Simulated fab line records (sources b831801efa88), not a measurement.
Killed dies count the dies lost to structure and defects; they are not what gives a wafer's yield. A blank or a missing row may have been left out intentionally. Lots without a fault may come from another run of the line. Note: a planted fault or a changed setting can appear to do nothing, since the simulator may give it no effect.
fab line records	flow sky130
record lots=10	wafers=30	lastDay=49
route steps=708 shown METAL1@452 VIA1@472 PAD_OPEN@708
lots that met no fault: taken from a fault-free run of the same line
startH: hours from the record's first day to the start of the lot's first wafer shown	waitH: hours since the lot's step before	" the same as in the row above	L1.1+2: several wafers, shown together as one row	- value missing, or start not given	* or withheld: withheld	< > ~ a bound
route shown NAME@n: names a module that has steps shown in the file, with the first one's number in the route	usual: the fault-free wafers' mean and standard deviation	same: alike in all rows	chamber/n: place in a boat	sites: the reading at each site	_std_site: the values' standard deviation	_edge_site: mean of outer sites minus mean of inner sites	radiusMm: how far each site lies from the wafer's centre	mask NAME#n: copy n	behind: the tool/chamber that last shaped the wafer	hold: reason for holding the lot/hours on hold/outcome of the hold	device: names the non-switching transistor (n, p or np)	end of line: the route-end tests of the same wafers	a step with no rows: only its recipe	killed: not the wafer's yield, but the dies lost to structure and defects at the first sort	map: a wafer's dies, marking killed ones x, the rest . and places with no die _
set.NAME: the setting as run; set.NAME@STEP: as run at that earlier step	model.NAME: the simulator's own value behind a step, which no gauge read
one table for each step of the route and one row for each wafer, over a sample of lots
services: from which hour (startH, from the record's first day; less than 0 if before it) a tool's chamber was out of use, for how many hours, and why
## steps
# step SKY_METAL1_ETCH_18
# recipe chemistry=N2/H2	target=BARC	ionEnergyEv=200	biasW=100	pressureMtorr=30	n2FlowSccm=100	h2FlowSccm=200	icpW=500	stopOn=SiO2	timeS=45.9	targetDepthA=600
# usual drypumpMotorCurrentA=5.8/0.32	oesProductAu=0.855/0.005	rfFwdPowerW=494.0/2.3	throttleValvePct=13.225/0.0085
lot.wafer	tool	chamber	startH	waitH	drypumpMotorCurrentA	oesProductAu	rfFwdPowerW	rfHoursCounterH	throttleValvePct
L359.2	rieMetal-04	0	756.98	0.0	6.3	0.862	498.7	10	13.224
L359.3	"	0	"	"	6.3	0.857	496.8	-	13.221
L359.5	"	1	"	"	5.4	0.863	492.2	-	13.231
L365.2	rieMetal-04	0	808.33	0.1	6.3	0.864	497.5	-	13.232
L365.4	"	0	"	"	6.3	0.855	499.4	-	13.238
L365.6	"	0	"	"	6.3	0.849	497.8	-	13.219
L366.2	rieMetal-01	0	809.83	0.0	5.9	0.855	491.9	6	13.224
L366.3	"	1	"	"	5.8	0.857	489.9	-	13.215
L366.4	"	0	"	"	5.9	0.855	496.2	-	13.226
L370.1	rieMetal-03	1	853.38	0.0	5.4	0.860	494.9	7	13.205
L370.3	"	1	"	"	5.4	0.851	495.9	-	13.220
L370.6	"	0	"	"	5.9	0.857	493.1	-	13.204
L373.1	rieMetal-01	0	900.06	0.0	6.0	0.853	497.0	10	13.235
L373.5	"	0	"	"	6.0	0.852	496.1	-	13.223
L373.6	"	1	"	"	5.8	0.848	488.5	-	13.226
L372.2	rieMetal-03	1	902.21	0.0	5.4	0.854	496.8	8	13.219
L372.3	"	1	"	"	5.4	0.854	497.3	-	13.230
L372.5	"	0	"	"	5.9	0.849	493.6	-	13.227
L375.4	rieMetal-04	0	903.59	0.0	6.3	0.852	496.9	-	13.213
L375.5	"	1	"	"	5.4	0.860	492.2	-	13.229
L375.6	"	0	"	"	6.3	0.852	495.4	-	13.228
L377.4	rieMetal-01	1	904.65	0.0	5.8	0.849	491.1	-	13.215
L377.5	"	0	"	"	6.0	0.854	495.7	-	13.222
L377.6	"	1	"	"	5.8	0.848	490.5	-	13.222
L374.2	rieMetal-03	0	905.14	0.0	6.0	0.855	493.9	1	13.246
L374.4	"	1	"	"	5.4	0.854	497.9	-	13.225
L374.5	"	0	"	"	6.0	0.851	493.3	-	13.230
L376.1	rieMetal-04	0	905.49	0.0	6.3	0.848	494.9	17	13.241
L376.2	"	1	"	"	5.4	0.851	491.6	3	13.226
L376.6	"	1	"	"	5.4	0.852	490.8	-	13.225
# step SKY_VIA1_ETCH_14
# recipe chemistry=N2/H2	target=BARC	ionEnergyEv=200	sourceW=500	biasW=100	pressureMtorr=30	n2FlowSccm=100	h2FlowSccm=200	stopOn=SiO2	timeS=45.9	targetDepthA=600
# usual drypumpMotorCurrentA=5.6/0.61	oesProductAu=0.856/0.0052	rfFwdPowerW=494.6/1.9	throttleValvePct=13.225/0.0092
lot.wafer	tool	chamber	startH	waitH	drypumpMotorCurrentA	oesProductAu	rfFwdPowerW	rfHoursCounterH	throttleValvePct
L359.2	rieDiel-01	3	785.33	0.0	6.1	0.852	492.9	11	13.229
L359.3	"	0	"	"	5.7	0.852	494.1	19	13.213
L359.5	"	1	"	"	6.3	0.858	497.9	-	13.208
L365.2	rieDiel-02	0	836.24	0.0	5.6	0.851	493.7	19	13.219
L365.4	"	0	"	"	5.6	0.859	491.9	-	13.237
L365.6	"	3	"	"	5.3	0.857	501.7	-	13.237
L366.2	rieDiel-01	0	838.29	0.0	5.7	0.858	494.3	20	13.210
L366.3	"	1	"	"	6.3	0.870	494.4	15	13.227
L366.4	"	2	"	"	6.2	0.859	500.2	10	13.214
L370.1	rieDiel-02	1	881.39	0.0	5.0	0.857	493.8	1	13.231
L370.3	"	2	"	"	5.2	0.853	495.6	9	13.221
L370.6	"	0	"	"	5.6	0.862	492.8	-	13.217
L373.1	rieDiel-02	2	926.46	0.0	5.2	0.859	495.5	10	13.210
L373.5	"	1	"	"	5.0	0.863	494.0	-	13.210
L373.6	"	2	"	"	5.2	0.858	494.3	-	13.231
L372.2	rieDiel-03	2	928.59	0.0	6.5	0.849	495.2	17	13.235
L372.3	"	1	"	"	6.3	0.852	494.1	6	13.229
L372.5	"	2	"	"	6.5	0.855	494.9	-	13.222
L375.4	rieDiel-03	0	930.20	0.0	4.7	0.860	492.9	9	13.228
L375.5	"	3	"	"	5.2	0.850	492.1	-	13.215
L375.6	"	0	"	"	4.7	0.864	493.4	-	13.223
L377.4	rieDiel-02	3	931.43	0.0	5.4	0.848	575.0	-	13.208
L377.5	"	3	"	"	5.4	0.857	577.8	-	13.230
L377.6	"	2	"	"	5.2	0.859	576.1	-	13.217
L374.2	rieDiel-03	2	931.70	0.0	6.5	0.861	495.4	17	13.222
L374.4	"	0	"	"	4.7	0.856	493.3	9	13.231
L374.5	"	2	"	"	6.5	0.856	491.5	-	13.232
L376.1	rieDiel-02	2	932.24	0.0	5.2	0.858	575.5	10	13.225
L376.2	"	3	"	"	5.3	0.856	577.4	10	13.225
L376.6	"	3	"	"	5.3	0.854	577.8	-	13.228
# step SKY_VIA1_ETCH_15
# recipe target=SiO2	chemistry=C4F8/O2/Ar	targetDepthNm=351	stopOn=TiN	maskMaterial=KrF-thick	sourceW=1500	biasW=1200	pressureMtorr=40	c4f8FlowSccm=withheld	O2_flow_sccm=6	Ar_flow_sccm=300	timeS=54
# usual oesProductAu=0.981/0.0057	rfFwdPowerW=1485/5
lot.wafer	tool	chamber	startH	waitH	oesProductAu	rfFwdPowerW	rfHoursCounterH
L359.2	rieDiel-01	3	785.38	0.0	0.993	1471	11
L359.3	"	0	"	"	0.981	1481	19
L359.5	"	1	"	"	0.990	1487	-
L365.2	rieDiel-02	0	836.29	0.0	0.975	1479	19
L365.4	"	0	"	"	0.989	1486	-
L365.6	"	3	"	"	0.975	1488	-
L366.2	rieDiel-01	0	838.34	0.0	0.979	1486	20
L366.3	"	1	"	"	0.984	1481	15
L366.4	"	2	"	"	0.981	1484	10
L370.1	rieDiel-02	1	881.43	0.0	0.987	1486	1
L370.3	"	2	"	"	0.980	1494	9
L370.6	"	0	"	"	0.980	1485	-
L373.1	rieDiel-02	2	926.50	0.0	0.975	1486	10
L373.5	"	1	"	"	0.977	1479	-
L373.6	"	2	"	"	0.980	1487	-
L372.2	rieDiel-03	2	928.63	0.0	0.985	1486	17
L372.3	"	1	"	"	0.977	1479	6
L372.5	"	2	"	"	0.969	1485	-
L375.4	rieDiel-03	0	930.24	0.0	0.979	1486	9
L375.5	"	3	"	"	0.985	1478	-
L375.6	"	0	"	"	0.976	1486	-
L377.4	rieDiel-02	3	931.50	0.0	0.983	1496	-
L377.5	"	3	"	"	0.992	1492	-
L377.6	"	2	"	"	0.975	1485	-
L374.2	rieDiel-03	2	931.74	0.0	0.986	1489	17
L374.4	"	0	"	"	0.982	1480	9
L374.5	"	2	"	"	0.983	1484	-
L376.1	rieDiel-02	2	932.28	0.0	0.972	1486	10
L376.2	"	3	"	"	0.982	1480	10
L376.6	"	3	"	"	0.986	1490	-
# step SKY_VIA1_STRIP_16
# recipe chemistry=O2/N2	powerW=1400	pressureMtorr=1500	platenTempC=withheld	o2FlowSccm=3000	n2FlowSccm=300	overashFraction=0.5
# usual drypumpMotorCurrentA=6.0/0.52	oesProductAu=0.417/0.005	stripTimeToEndpointS=4.470/0.019
lot.wafer	tool	chamber	startH	waitH	drypumpMotorCurrentA	oesProductAu	rfHoursCounterH	stripTimeToEndpointS
L359.2	plasmaAsher-04	0	785.42	0.0	6.3	0.419	35	4.457
L359.3	"	0	"	"	6.3	0.412	-	4.442
L359.5	"	0	"	"	6.3	0.419	-	4.449
L365.2	plasmaAsher-02	0	836.33	0.0	5.0	0.423	67	4.447
L365.4	"	1	"	"	6.2	0.405	-	4.474
L365.6	"	1	"	"	6.2	0.414	-	4.453
L366.2	plasmaAsher-03	0	838.38	0.0	6.5	0.420	103	4.448
L366.3	"	1	"	"	6.0	0.424	-	4.442
L366.4	"	0	"	"	6.5	0.424	-	4.453
L370.1	plasmaAsher-04	0	881.47	0.0	6.3	0.422	44	4.490
L370.3	"	1	"	"	6.2	0.409	-	4.470
L370.6	"	1	"	"	6.2	0.415	-	4.461
L373.1	plasmaAsher-02	1	926.55	0.0	6.2	0.427	76	4.471
L373.5	"	1	"	"	6.2	0.422	-	4.465
L373.6	"	0	"	"	5.0	0.414	-	4.459
L372.2	plasmaAsher-02	1	928.68	0.0	6.2	0.411	76	4.479
L372.3	"	0	"	"	5.0	0.418	-	4.476
L372.5	"	0	"	"	5.0	0.414	-	4.477
L375.4	plasmaAsher-03	1	930.32	0.1	5.9	0.421	-	4.505
L375.5	"	0	"	"	6.5	0.419	-	4.491
L375.6	"	1	"	"	5.9	0.420	-	4.501
L377.4	plasmaAsher-03	1	931.58	0.1	5.9	0.418	-	4.383
L377.5	"	0	"	"	6.5	0.409	-	4.395
L377.6	"	1	"	"	5.9	0.416	-	4.399
L374.2	plasmaAsher-04	1	931.78	0.0	6.3	0.416	49	4.490
L374.4	"	0	"	"	6.3	0.409	-	4.517
L374.5	"	1	"	"	6.2	0.408	-	4.469
L376.1	plasmaAsher-02	0	932.33	0.0	5.0	0.417	77	4.407
L376.2	"	1	"	"	6.2	0.408	77	4.402
L376.6	"	0	"	"	5.0	0.413	-	4.427
# step SKY_VIA1_CVD_21
# recipe material=W	targetThkNm=270	timeS=80.902	tempC=400	pressureTorr=40
# usual heaterPowerW=910/130
lot.wafer	tool	chamber	startH	waitH	heaterPowerW
L359.2	cvdW-02	1	786.12	0.0	833
L359.3	"	0	"	"	956
L359.5	"	0	"	"	955
L365.2	cvdW-01	0	837.06	0.0	840
L365.4	"	0	"	"	851
L365.6	"	1	"	"	1141
L366.2	cvdW-01	0	839.13	0.0	819
L366.3	"	0	"	"	871
L366.4	"	1	"	"	1099
L370.1	cvdW-02	1	882.20	0.0	813
L370.3	"	1	"	"	804
L370.6	"	1	"	"	788
L373.1	cvdW-01	0	927.20	0.0	834
L373.5	"	0	"	"	837
L373.6	"	1	"	"	1125
L372.2	cvdW-01	0	929.33	0.0	847
L372.3	"	1	"	"	1154
L372.5	"	0	"	"	845
L375.4	cvdW-01	1	930.97	0.1	1154
L375.5	"	1	"	"	1145
L375.6	"	0	"	"	829
L377.4	cvdW-02	0	932.23	0.1	913
L377.5	"	1	"	"	755
L377.6	"	0	"	"	938
L374.2	cvdW-02	1	932.53	0.1	766
L374.4	"	0	"	"	940
L374.5	"	0	"	"	917
L376.1	cvdW-02	0	932.99	0.0	920
L376.2	"	1	"	"	738
L376.6	"	0	"	"	930
# step SKY_PAD_OPEN_PROBE_99
# usual defectLimitedYield=82.5/2.1	killed_at_M0_to_M3=43/6.8	killed_at_M4_up=3.2/1.7	killedAtContacts=24/5.6	killedAtFrontEnd=15/4.7	killedAtOther=0.3/0.59	killedDies=86/10	killedOpen=47/6.8	killedShort=39/6.4	sort_bin_3_pad_short=0.9/0.42	sort_bin_5_function=10.5/1.6	sort_bin_6_memory=6.2/1.1	sortNPass=406/10	sortYieldPct=82.5/2.1
# same grossDies=492	killedAtBackSide=0	sort_bin_4_leakage[%]=0	sort_bin_8_speed[%]=0
lot.wafer	tool	chamber	startH	waitH	defectLimitedYield[%]	killed_at_M0_to_M3	killed_at_M4_up	killedAtContacts	killedAtFrontEnd	killedAtOther	killedDies	killedOpen	killedShort	sort_bin_3_pad_short[%]	sort_bin_5_function[%]	sort_bin_6_memory[%]	sortNPass	sortYieldPct[%]
L359.2	prober-02	-	1068.17	0.1	82.1	43	6	24	15	0	88	52	35	0.6	9.3	7.9	404	82.1
L359.3	prober-02	-	1068.22	0.2	81.9	37	3	36	13	0	89	48	40	1.2	9.8	7.1	403	81.9
L359.5	prober-02	-	1068.32	0.2	79.5	58	3	22	17	1	101	56	45	1.6	11.6	7.3	391	79.5
L365.2	prober-02	-	1107.32	0.1	83.1	40	3	22	17	1	83	47	35	0.6	10.4	5.9	409	83.1
L365.4	prober-02	-	1107.42	0.2	83.1	36	1	24	21	1	83	46	37	0.6	9.8	6.5	409	83.1
L365.6	prober-02	-	1107.52	0.2	84.6	44	2	17	13	0	76	35	41	0.8	9.3	5.3	416	84.6
L366.2	prober-01	-	1111.40	0.1	80.9	49	2	31	12	0	94	56	38	1.2	11.2	6.7	398	80.9
L366.3	prober-01	-	1111.45	0.2	85.0	31	3	25	15	0	74	43	31	0.8	8.1	6.1	418	85.0
L366.4	prober-01	-	1111.50	0.2	79.1	53	3	27	19	1	103	54	48	0.8	13.0	7.1	389	79.1
L370.1	prober-01	-	1144.31	0.1	82.3	53	3	15	16	0	87	43	43	1.8	8.9	6.9	405	82.3
L370.3	prober-01	-	1144.41	0.2	78.5	58	5	25	18	0	106	55	51	0.4	13.4	7.7	386	78.5
L370.6	prober-01	-	1144.56	0.2	82.9	47	5	18	14	0	84	47	37	0.4	10.2	6.5	408	82.9
L373.1	prober-01	-	1173.53	0.1	80.5	41	0	36	17	2	96	50	46	0.8	13.0	5.7	396	80.5
L373.5	prober-01	-	1173.73	0.2	82.7	48	0	20	17	0	85	43	42	0.8	9.3	7.1	407	82.7
L373.6	prober-01	-	1173.78	0.2	82.7	43	5	25	12	0	85	44	41	0.8	12.0	4.5	407	82.7
L372.2	prober-02	-	1178.71	0.1	79.7	52	6	23	19	0	100	54	45	1.6	12.2	6.5	392	79.7
L372.3	prober-02	-	1178.76	0.2	81.5	53	3	24	11	0	91	51	38	0.8	11.4	6.3	401	81.5
L372.5	prober-02	-	1178.86	0.2	83.5	40	2	19	20	0	81	47	33	1.0	11.6	3.9	411	83.5
L375.4	prober-01	-	1179.13	0.2	84.3	32	2	19	24	0	77	45	32	0.6	10.2	4.9	415	84.3
L375.5	prober-01	-	1179.18	0.2	79.1	35	7	32	29	0	103	61	42	1.6	13.8	5.5	389	79.1
L375.6	prober-01	-	1179.23	0.2	85.2	31	1	25	16	0	73	41	32	1.2	8.3	5.3	419	85.2
L377.4	prober-02	-	1180.71	0.2	83.9	37	1	25	16	0	79	42	37	0.6	8.9	6.5	413	83.9
L377.5	prober-02	-	1180.76	0.2	83.5	45	1	24	11	0	81	41	40	0.4	10.8	5.3	411	83.5
L377.6	prober-02	-	1180.81	0.2	87.2	31	1	21	10	0	63	29	34	0.4	7.3	5.1	429	87.2
L376.1	prober-02	-	1182.06	0.1	81.9	41	3	23	21	1	89	45	44	2.0	10.2	5.9	403	81.9
L376.2	prober-02	-	1182.11	0.1	83.9	32	3	25	19	0	79	47	32	0.6	10.4	5.1	413	83.9
L376.6	prober-02	-	1182.31	0.2	84.3	37	3	23	13	1	77	46	31	0.4	8.7	6.5	415	84.3
L374.2	prober-01	-	1182.11	0.1	86.2	37	1	22	8	0	68	33	35	0.2	9.6	4.1	424	86.2
L374.4	prober-01	-	1182.21	0.2	82.5	45	4	20	17	0	86	47	39	0.6	11.6	5.3	406	82.5
L374.5	prober-01	-	1182.26	0.2	81.9	42	4	28	15	0	89	47	42	1.2	11.8	5.1	403	81.9
# killed by level:class
L359.2 VIA1:geometricParticle:open=12 VIA2:geometricParticle:open=8 LI_CONTACT:geometricParticle:open=7 CONTACT:geometricParticle:open=6 CONTACT:geometricParticle:short=5 METAL2:geometricParticle:short=5 VIA3:geometricParticle:open=5 METAL4:geometricParticle:short=5
L359.3 VIA1:geometricParticle:open=13 CONTACT:geometricParticle:open=12 LI_CONTACT:geometricParticle:open=8 CONTACT:geometricParticle:short=7 LOCAL_INTERCONNECT:geometricParticle:short=5 FIELD_ISO:geometricParticle:open=4 LI_CONTACT:geometricParticle:short=4 VIA3:geometricParticle:short=4
L359.5 VIA1:geometricParticle:open=11 VIA3:geometricParticle:open=8 CONTACT:geometricParticle:open=8 METAL2:geometricParticle:short=7 METAL1:geometricParticle:short=7 VIA2:geometricParticle:open=7 FIELD_ISO:geometricParticle:open=5 LI_CONTACT:geometricParticle:open=4
L365.2 CONTACT:geometricParticle:open=11 VIA3:geometricParticle:open=9 VIA2:geometricParticle:open=8 VIA1:geometricParticle:open=7 CONTACT:geometricParticle:short=6 FIELD_ISO:geometricParticle:open=4 FIELD_ISO:geometricParticle:short=4 METAL3:geometricParticle:short=4
L365.4 CONTACT:geometricParticle:open=11 FIELD_ISO:geometricParticle:short=9 VIA1:geometricParticle:open=9 LI_CONTACT:geometricParticle:open=6 VIA1:geometricParticle:short=5 METAL2:geometricParticle:short=5 FIELD_ISO:geometricParticle:open=4 POLY_GATE:geometricParticle:open=4
L365.6 VIA1:geometricParticle:open=9 METAL1:geometricParticle:short=8 CONTACT:geometricParticle:open=6 VIA1:geometricParticle:short=6 FIELD_ISO:geometricParticle:short=5 METAL3:geometricParticle:short=5 LI_CONTACT:geometricParticle:open=5 FIELD_ISO:geometricParticle:open=4
L366.2 CONTACT:geometricParticle:open=13 VIA1:geometricParticle:open=13 LI_CONTACT:geometricParticle:open=10 VIA2:geometricParticle:open=7 METAL2:geometricParticle:short=7 METAL1:geometricParticle:short=5 FIELD_ISO:geometricParticle:open=4 CONTACT:geometricParticle:short=4
L366.3 CONTACT:geometricParticle:open=10 VIA1:geometricParticle:open=9 METAL1:geometricParticle:short=6 POLY_GATE:geometricParticle:open=6 LI_CONTACT:geometricParticle:open=6 LOCAL_INTERCONNECT:geometricParticle:short=5 METAL2:geometricParticle:short=5 VIA2:geometricParticle:open=4
L366.4 VIA1:geometricParticle:open=16 CONTACT:geometricParticle:open=10 METAL2:geometricParticle:short=8 LI_CONTACT:geometricParticle:open=7 VIA3:geometricParticle:open=6 FIELD_ISO:geometricParticle:open=5 POLY_GATE:geometricParticle:short=5 METAL1:geometricParticle:short=5
L370.1 VIA1:geometricParticle:open=15 METAL1:geometricParticle:short=8 VIA2:geometricParticle:open=8 METAL2:geometricParticle:short=6 FIELD_ISO:geometricParticle:open=5 LI_CONTACT:geometricParticle:open=4 LOCAL_INTERCONNECT:geometricParticle:short=4 VIA2:geometricParticle:short=4
L370.3 VIA1:geometricParticle:open=13 VIA3:geometricParticle:open=10 CONTACT:geometricParticle:open=9 LI_CONTACT:geometricParticle:open=8 METAL1:geometricParticle:short=8 POLY_GATE:geometricParticle:short=7 VIA1:geometricParticle:short=7 METAL2:geometricParticle:short=7
L370.6 VIA3:geometricParticle:open=9 VIA1:geometricParticle:open=8 METAL2:geometricParticle:short=7 VIA2:geometricParticle:open=7 LI_CONTACT:geometricParticle:open=6 METAL1:geometricParticle:short=6 POLY_GATE:geometricParticle:open=5 CONTACT:geometricParticle:open=5
L373.1 METAL2:geometricParticle:short=11 CONTACT:geometricParticle:open=11 LI_CONTACT:geometricParticle:open=9 CONTACT:geometricParticle:short=7 VIA1:geometricParticle:open=7 VIA1:geometricParticle:short=6 LOCAL_INTERCONNECT:geometricParticle:short=5 FIELD_ISO:geometricParticle:open=4
L373.5 VIA1:geometricParticle:open=12 METAL1:geometricParticle:short=7 METAL2:geometricParticle:short=7 FIELD_ISO:geometricParticle:open=5 CONTACT:geometricParticle:open=5 VIA1:geometricParticle:short=5 VIA3:geometricParticle:short=4 LOCAL_INTERCONNECT:geometricParticle:short=4
L373.6 VIA1:geometricParticle:open=9 VIA1:geometricParticle:short=8 CONTACT:geometricParticle:open=7 LI_CONTACT:geometricParticle:open=6 METAL1:geometricParticle:short=5 METAL2:geometricParticle:short=5 VIA2:geometricParticle:open=5 CONTACT:geometricParticle:short=4
L372.2 CONTACT:geometricParticle:open=10 VIA1:geometricParticle:open=10 LI_CONTACT:geometricParticle:open=7 METAL1:geometricParticle:short=7 VIA2:geometricParticle:open=7 POLY_GATE:geometricParticle:open=6 VIA1:geometricParticle:short=6 METAL2:geometricParticle:short=6
L372.3 METAL2:geometricParticle:short=13 CONTACT:geometricParticle:open=10 LI_CONTACT:geometricParticle:open=8 METAL2:geometricParticle:open=7 VIA3:geometricParticle:open=7 VIA2:geometricParticle:open=6 CONTACT:geometricParticle:short=4 VIA1:geometricParticle:short=4
L372.5 CONTACT:geometricParticle:open=8 LI_CONTACT:geometricParticle:open=6 VIA1:geometricParticle:short=6 VIA2:geometricParticle:open=6 METAL2:geometricParticle:short=5 FIELD_ISO:geometricParticle:open=4 POLY_GATE:geometricParticle:open=4 METAL2:geometricParticle:open=4
L375.4 VIA1:geometricParticle:open=10 CONTACT:geometricParticle:open=9 FIELD_ISO:geometricParticle:open=8 POLY_GATE:geometricParticle:open=5 POLY_GATE:geometricParticle:short=5 LOCAL_INTERCONNECT:geometricParticle:short=5 METAL2:geometricParticle:short=4 VIA3:geometricParticle:short=4
L375.5 CONTACT:geometricParticle:open=14 POLY_GATE:geometricParticle:open=9 VIA1:geometricParticle:open=9 CONTACT:geometricParticle:short=9 FIELD_ISO:geometricParticle:open=8 METAL2:geometricParticle:short=7 LI_CONTACT:geometricParticle:open=6 METAL4:geometricParticle:short=6
L375.6 CONTACT:geometricParticle:open=14 VIA1:geometricParticle:open=7 POLY_GATE:geometricParticle:short=5 FIELD_ISO:geometricParticle:short=4 LI_CONTACT:geometricParticle:open=4 LOCAL_INTERCONNECT:geometricParticle:short=4 METAL1:geometricParticle:short=4 VIA3:geometricParticle:open=4
L377.4 CONTACT:geometricParticle:open=10 LOCAL_INTERCONNECT:geometricParticle:short=6 VIA1:geometricParticle:open=6 VIA2:geometricParticle:open=6 VIA3:geometricParticle:open=6 METAL2:geometricParticle:short=5 FIELD_ISO:geometricParticle:short=4 POLY_GATE:geometricParticle:open=4
L377.5 METAL2:geometricParticle:short=10 VIA3:geometricParticle:open=9 CONTACT:geometricParticle:open=8 LI_CONTACT:geometricParticle:open=7 LOCAL_INTERCONNECT:geometricParticle:short=6 VIA1:geometricParticle:open=5 VIA1:geometricParticle:short=5 METAL1:geometricParticle:short=4
L377.6 METAL2:geometricParticle:short=11 LOCAL_INTERCONNECT:geometricParticle:short=7 CONTACT:geometricParticle:open=7 LI_CONTACT:geometricParticle:open=6 METAL1:geometricParticle:short=6 VIA3:geometricParticle:open=6 POLY_GATE:geometricParticle:open=3 VIA1:geometricParticle:short=3
L376.1 POLY_GATE:geometricParticle:short=8 CONTACT:geometricParticle:open=8 CONTACT:geometricParticle:short=7 VIA1:geometricParticle:open=7 VIA3:geometricParticle:open=7 VIA2:geometricParticle:open=6 METAL1:geometricParticle:short=5 METAL2:geometricParticle:short=4
L374.2 LI_CONTACT:geometricParticle:open=7 VIA3:geometricParticle:open=7 LOCAL_INTERCONNECT:geometricParticle:short=6 METAL2:geometricParticle:short=6 VIA1:geometricParticle:open=5 POLY_GATE:geometricParticle:short=4 CONTACT:geometricParticle:open=4 METAL3:geometricParticle:short=4
L376.2 CONTACT:geometricParticle:open=11 LI_CONTACT:geometricParticle:open=6 VIA2:geometricParticle:open=6 VIA1:geometricParticle:open=6 FIELD_ISO:geometricParticle:open=4 LOCAL_INTERCONNECT:geometricParticle:short=4 VIA3:geometricParticle:open=4 POLY_GATE:geometricParticle:short=3
L374.4 VIA3:geometricParticle:open=10 VIA1:geometricParticle:open=8 METAL2:geometricParticle:short=8 LI_CONTACT:geometricParticle:open=6 CONTACT:geometricParticle:open=6 POLY_GATE:geometricParticle:short=5 POLY_GATE:geometricParticle:open=4 VIA2:geometricParticle:open=4
L374.5 LI_CONTACT:geometricParticle:open=8 VIA1:geometricParticle:open=8 LOCAL_INTERCONNECT:geometricParticle:short=8 METAL2:geometricParticle:short=8 METAL1:geometricParticle:short=7 VIA3:geometricParticle:open=6 CONTACT:geometricParticle:open=6 POLY_GATE:geometricParticle:open=5
L376.6 VIA1:geometricParticle:open=11 CONTACT:geometricParticle:open=9 VIA1:geometricParticle:short=7 VIA3:geometricParticle:open=6 CONTACT:geometricParticle:short=5 METAL1:geometricParticle:short=4 METAL2:geometricParticle:short=4 FIELD_ISO:geometricParticle:open=3
## services
tool	chamber	startH	hours	kind
rieMetal-03	1	742.31	1.0	repair
rieDiel-01	1	775.08	2.4	repair
plasmaAsher-02	-	788.03	0.9	repair
rieMetal-03	-	788.47	15.6	pm
rieDiel-03	3	809.12	12.9	repair
rieMetal-01	1	817.35	4.6	repair
rieDiel-02	1	825.34	-	clean
rieDiel-02	1	825.34	18.0	scheduledDown
rieDiel-02	1	825.34	18.0	ventCycle
rieDiel-03	3	832.59	-	clean
plasmaAsher-04	-	840.38	3.2	repair
cvdW-01	-	841.43	0.7	repair
rieMetal-04	1	851.17	20.0	repair
plasmaAsher-03	-	868.46	1.5	repair
rieDiel-02	3	878.38	3.5	repair
rieDiel-01	3	881.20	2.9	repair
cvdW-01	0	896.46	12.7	repair
rieDiel-03	2	900.53	1.7	repair
cvdW-02	-	904.00	14.0	pm
rieMetal-01	-	921.33	2.8	pm
rieDiel-02	0	923.89	-	clean
rieDiel-02	0	923.89	19.5	scheduledDown
rieDiel-02	0	923.89	19.5	ventCycle
rieDiel-02	1	927.62	3.8	repair
## key
firstSign step=SKY_VIA1_ETCH_14	reading=rfFwdPowerW	direction=up	sigmas=42	usual=494.6	struck=576.6
effect step=SKY_VIA1_STRIP_16	reading=stripTimeToEndpointS	direction=down	sigmas=3.5	usual=*	struck=*
metAt SKY_VIA1_ETCH_14
struckLots L376,L377
notActingAt SKY_METAL1_ETCH_18,SKY_VIA1_ETCH_15,SKY_VIA1_CVD_21
onsetBetween 926.46 931.43
fault kind=processParameterDrift	tool=rieDiel-02	chamber=-	onsetH=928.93	steps=SKY_VIA1_ETCH_14	channel=sourceW	offset=80	shape=step	endH=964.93	actsIn=theseRecipesOnly	stated=500
